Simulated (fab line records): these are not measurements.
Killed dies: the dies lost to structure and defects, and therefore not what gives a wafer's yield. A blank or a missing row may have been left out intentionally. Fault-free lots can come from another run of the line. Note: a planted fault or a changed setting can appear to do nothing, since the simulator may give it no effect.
The tool behind it: which one? :: flow sfq-line :: route of 325 steps, sampled at 1 step: 15 lots, 43 wafers

WHAT THE GAUGES SHOWED, per wafer
The record holds no reading of a measuring or inspecting step that can be judged against a usual standard deviation.

WHICH TOOL RAN EACH LOT (tool, then ch and the chambers of the sampled wafers, then the start)
lot: L556
SFQ_TRILAYER_L0_BARC_OPEN_METAL_ETCH_010: rie-metal-03 ch 0,1, day 4 07:42

lot: L557
SFQ_TRILAYER_L0_BARC_OPEN_METAL_ETCH_010: rie-metal-03 ch 0,1, day 4 14:54

lot: L558
SFQ_TRILAYER_L0_BARC_OPEN_METAL_ETCH_010: rie-metal-02 ch 0,1, day 4 16:06

lot: L563
SFQ_TRILAYER_L0_BARC_OPEN_METAL_ETCH_010: rie-metal-02 ch 1, day 5 15:46

lot: L565
SFQ_TRILAYER_L0_BARC_OPEN_METAL_ETCH_010: rie-metal-02 ch 0,1, day 5 22:56

lot: L566
SFQ_TRILAYER_L0_BARC_OPEN_METAL_ETCH_010: rie-metal-04 ch 0,1, day 6 03:44

lot: L567
SFQ_TRILAYER_L0_BARC_OPEN_METAL_ETCH_010: rie-metal-02 ch 0,1, day 6 09:44

lot: L568
SFQ_TRILAYER_L0_BARC_OPEN_METAL_ETCH_010: rie-metal-04 ch 0, day 6 15:15

lot: L569
SFQ_TRILAYER_L0_BARC_OPEN_METAL_ETCH_010: rie-metal-03 ch 0,1, day 6 18:50

lot: L570
SFQ_TRILAYER_L0_BARC_OPEN_METAL_ETCH_010: rie-metal-04 ch 0, day 7 02:04

lot: L574
SFQ_TRILAYER_L0_BARC_OPEN_METAL_ETCH_010: rie-metal-04 ch 0,1, day 8 18:27

lot: L575
SFQ_TRILAYER_L0_BARC_OPEN_METAL_ETCH_010: rie-metal-03 ch 1, day 9 00:29

lot: L576
SFQ_TRILAYER_L0_BARC_OPEN_METAL_ETCH_010: rie-metal-02 ch 0,1, day 9 06:27

lot: L578
SFQ_TRILAYER_L0_BARC_OPEN_METAL_ETCH_010: rie-metal-04 ch 0,1, day 9 15:15

lot: L579
SFQ_TRILAYER_L0_BARC_OPEN_METAL_ETCH_010: rie-metal-03 ch 1, day 9 21:15
- SFQ_TRILAYER_L0_BARC_OPEN_METAL_ETCH_010: etches BARC in O2, target depth 125 nm, time 41.7 s.

AS READ BY THE TOOLS THEMSELVES (means over the sampled wafers that have a number; for cases with no such wafer, the mark the record gives instead)
SFQ_TRILAYER_L0_BARC_OPEN_METAL_ETCH_010.
lot: L556
tool: rie-metal-03
drypump-motor-current-A (A): 6.3
oes-product-au (a.u.): 0.686
run-length-s (s): 70.1

lot: L557
tool: rie-metal-03
drypump-motor-current-A (A): 6.5
oes-product-au (a.u.): 0.680
run-length-s (s): 70.1

lot: L558
tool: rie-metal-02
drypump-motor-current-A (A): 5.9
oes-product-au (a.u.): 0.687
run-length-s (s): 70.1

lot: L563
tool: rie-metal-02
drypump-motor-current-A (A): 6.2
oes-product-au (a.u.): 0.677
run-length-s (s): 71.7

lot: L565
tool: rie-metal-02
drypump-motor-current-A (A): 5.8
oes-product-au (a.u.): 0.673
run-length-s (s): 71.4

lot: L566
tool: rie-metal-04
drypump-motor-current-A (A): 5.6
oes-product-au (a.u.): 0.685
run-length-s (s): 69.9

lot: L567
tool: rie-metal-02
drypump-motor-current-A (A): 5.7
oes-product-au (a.u.): 0.681
run-length-s (s): 71.2

lot: L568
tool: rie-metal-04
drypump-motor-current-A (A): 5.7
oes-product-au (a.u.): 0.687
run-length-s (s): 70.4

lot: L569
tool: rie-metal-03
drypump-motor-current-A (A): 6.4
oes-product-au (a.u.): 0.688
run-length-s (s): 70.2

lot: L570
tool: rie-metal-04
drypump-motor-current-A (A): 5.7
oes-product-au (a.u.): 0.681
run-length-s (s): 70.2

lot: L574
tool: rie-metal-04
drypump-motor-current-A (A): 5.6
oes-product-au (a.u.): 0.684
run-length-s (s): 69.7

lot: L575
tool: rie-metal-03
drypump-motor-current-A (A): 6.6
oes-product-au (a.u.): 0.685
run-length-s (s): 69.8

lot: L576
tool: rie-metal-02
drypump-motor-current-A (A): 5.9
oes-product-au (a.u.): 0.682
run-length-s (s): 70.5

lot: L578
tool: rie-metal-04
drypump-motor-current-A (A): 5.6
oes-product-au (a.u.): 0.687
run-length-s (s): 69.7

lot: L579
tool: rie-metal-03
drypump-motor-current-A (A): 6.6
oes-product-au (a.u.): 0.688
run-length-s (s): 69.9

THE ANSWER, worked out from the rows above alone
Rule: usual is defined by the lots themselves. The widest of any qualifying gaps counts: lots, ordered by their means at a reading, are off when they make up no more than a third of the lots, leave a main group of 4 or more, and stand apart from it by 3 or more times the standard deviation of that group's means. A main group is skipped when, at the precision printed for the reading in the tables above, its means are all equal. Also off: a lot with no number at a reading for which 4 or more lots have one. Any other lot the step has rows for is counted as sound. First the gauges in route order, then the tools' own readings, where a lot's mean is used as printed above. At the first step where some lot is off, the reading lying furthest off is the one used; lots without a number count as furthest.
No lot is off at any reading shown: from this, nothing can be told.

WHAT WAS PUT IN BY THE SIMULATOR
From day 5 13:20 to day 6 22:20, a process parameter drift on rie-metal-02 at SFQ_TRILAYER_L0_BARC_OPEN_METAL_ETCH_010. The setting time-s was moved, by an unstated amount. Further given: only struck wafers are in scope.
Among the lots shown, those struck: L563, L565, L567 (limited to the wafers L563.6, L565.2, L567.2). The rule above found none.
